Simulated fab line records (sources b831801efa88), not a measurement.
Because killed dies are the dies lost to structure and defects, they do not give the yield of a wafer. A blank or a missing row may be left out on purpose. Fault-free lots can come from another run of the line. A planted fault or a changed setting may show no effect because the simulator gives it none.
What tool caused it?    flow sky130    42 wafers from 14 lots sampled at 4 of the route's 708 steps

WHAT EACH GAUGE READ, for each wafer
SKY_METAL1_RS_MEAS_05: the measuring method here is four-point-probe.
lot   measured      on             METAL1_ALCU_RS (ohm/sq)
L477  day 31 18:28  film metro-04  0.1251 0.1238 0.1241
L478  day 31 21:47  film metro-03  0.1256 0.1253 0.1246
L479  day 32 05:38  film metro-02  0.1267 0.1274 0.1284
L480  day 32 15:49  film metro-04  0.1262 0.1280 0.1261
L481  day 32 21:25  film metro-03  0.1278 0.1287 0.1291
L482  day 33 04:44  film metro-04  0.1255 0.1266 0.1273
L483  day 34 16:08  film metro-02  0.1254 0.1256 0.1255
L491  day 36 00:53  film metro-02  0.1268 0.1276 0.1271
L490  day 36 07:41  film metro-02  0.1269 0.1280 0.1273
L495  day 37 06:27  film metro-04  0.1255 0.1252 0.1258
L497  day 38 00:54  film metro-02  0.1283 0.1277 0.1271
L498  day 38 03:22  film metro-03  0.1284 0.1285 0.1280
L499  day 38 11:53  film metro-04  0.1282 0.1273 0.1288
L500  day 38 15:14  film metro-04  0.1265 0.1264 0.1273

SKY_VIA1_OVL_MEAS_13.
lot   measured      on          VIA1_OVL (nm)
L477  day 34 01:38  overlay-02  9 7 5
L478  day 34 05:43  overlay-01  -8 -3 -8
L479  day 34 12:46  overlay-01  11 17 4
L480  day 34 22:37  overlay-01  -6 0 -1
L481  day 35 03:49  overlay-02  -3 1 -4
L482  day 35 11:29  overlay-01  -8 -1 -8
L483  day 36 22:19  overlay-01  -9 -3 -6
L491  day 38 06:37  overlay-01  -3 5 -7
L490  day 38 12:28  overlay-02  9 5 9
L495  day 39 10:08  overlay-01  -5 -3 -10
L497  day 40 08:07  overlay-01  -3 -1 -11
L498  day 40 11:05  overlay-02  11 4 11
L499  day 40 17:35  overlay-01  11 4 9
L500  day 40 20:14  overlay-01  7 -4 2

TOOL THAT RAN EACH LOT (tool first, then ch and the chambers of the sampled wafers, then the start)
lot   SKY_CONTACT_CVD_00               SKY_CONTACT_SPUTTER_23
L477  pecvd-04 ch 0,1,2, day 30 12:52  pvd sputter-03, day 31 17:40
L478  pecvd-01 ch 1,2, day 30 16:05    pvd sputter-01, day 31 20:59
L479  pecvd-01 ch 0,2, day 31 00:55    pvd sputter-03, day 32 04:50
L480  pecvd-04 ch 0,1, day 31 10:59    pvd sputter-04, day 32 15:02
L481  pecvd-01 ch 0,1,2, day 31 16:19  pvd sputter-04, day 32 20:38
L482  pecvd-03 ch 0,1,2, day 31 22:52  pvd sputter-01, day 33 03:54
L483  pecvd-04 ch 0,2, day 33 11:03    pvd sputter-01, day 34 15:21
L491  pecvd-01 ch 0,1,2, day 34 20:44  pvd sputter-04, day 36 00:02
L490  pecvd-01 ch 2, day 35 03:13      pvd sputter-04, day 36 06:54
L495  pecvd-04 ch 0,2, day 36 02:22    pvd sputter-01, day 37 05:40
L497  pecvd-03 ch 0,2, day 36 20:44    pvd sputter-03, day 38 00:05
L498  pecvd-04 ch 0,2, day 36 23:32    pvd sputter-01, day 38 02:35
L499  pecvd-01 ch 1,2, day 37 07:58    pvd sputter-03, day 38 11:01
L500  pecvd-03 ch 0,1,2, day 37 11:41  pvd sputter-01, day 38 14:26
- SKY_CONTACT_CVD_00: deposits Si3N4, target thk 75 nm.
- SKY_CONTACT_SPUTTER_23: material TiN, target thk 20 nm, time 80 s.

WHAT THE TOOLS THEMSELVES READ (means of the sampled wafers that have a number; where no wafer has one, the mark that the record gives instead)
SKY_CONTACT_CVD_00.
lot   tool      heater power w (W)
L477  pecvd-04  764
L478  pecvd-01  789
L479  pecvd-01  784
L480  pecvd-04  771
L481  pecvd-01  737
L482  pecvd-03  744
L483  pecvd-04  733
L491  pecvd-01  791
L490  pecvd-01  722
L495  pecvd-04  731
L497  pecvd-03  778
L498  pecvd-04  715
L499  pecvd-01  785
L500  pecvd-03  752

SKY_CONTACT_SPUTTER_23.
lot   tool            chamber pressure pa (Pa)  throttle valve pct (%)
L477  pvd sputter-03  5.009                     30.3
L478  pvd sputter-01  4.996                     30.6
L479  pvd sputter-03  5.004                     30.1
L480  pvd sputter-04  4.991                     31.1
L481  pvd sputter-04  5.001                     29.6
L482  pvd sputter-01  5.007                     30.1
L483  pvd sputter-01  4.993                     30.5
L491  pvd sputter-04  5.175                     28.9
L490  pvd sputter-04  5.178                     29.9
L495  pvd sputter-01  4.998                     30.3
L497  pvd sputter-03  4.994                     30.3
L498  pvd sputter-01  4.992                     30.1
L499  pvd sputter-03  4.998                     30.1
L500  pvd sputter-01  4.988                     30.0

THE ANSWER, worked out from the rows above alone
Rule: the lots themselves supply what counts as usual. The widest of any qualifying gaps counts: lots, ordered by their means at a reading, are off when they make up no more than a third of the lots, leave a main group of 4 or more, and stand apart from it by 3 or more times the standard deviation of that group's means. The tables above print the reading to a certain number of digits; a main group whose means all agree to those digits is not used. A lot without any number at a reading at which 4 lots or more have one is off too. Any other lot the step has rows for is counted as sound. First the gauges in route order, then the tools' own readings, where a lot's mean is used as printed above. At the first step where some lot is off, the reading lying furthest off is the one used; lots without a number count as furthest.
Off at SKY_CONTACT_SPUTTER_23 (chamber pressure pa): L491, L490. The main group has a mean of 4.998 Pa with a standard deviation of 0.0063.
A tool fits if, at that step or a process step before it, it ran every lot that is off, and no sound lot after the first of them. One fits: pvd sputter-04 at SKY_CONTACT_SPUTTER_23. A fault onset in the window from L481 (day 32 20:38, its last sound lot) to L491 (day 36 00:02, its first lot off) fits.
The tool's own readings at SKY_CONTACT_SPUTTER_23 bear it out: on the lots that are off they differ by more than 5 times the standard deviation of the sound lots' means. chamber pressure pa reads 5.176 Pa there against 4.998 Pa on the sound lots.

WHAT THE SIMULATOR HAD PUT IN
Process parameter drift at SKY_CONTACT_SPUTTER_23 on pvd sputter-04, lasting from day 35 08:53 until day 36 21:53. Setting chamber pressure pa, moved by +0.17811, from 5. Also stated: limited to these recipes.
Shown lots that were struck: L491, L490. The rule above found the same.
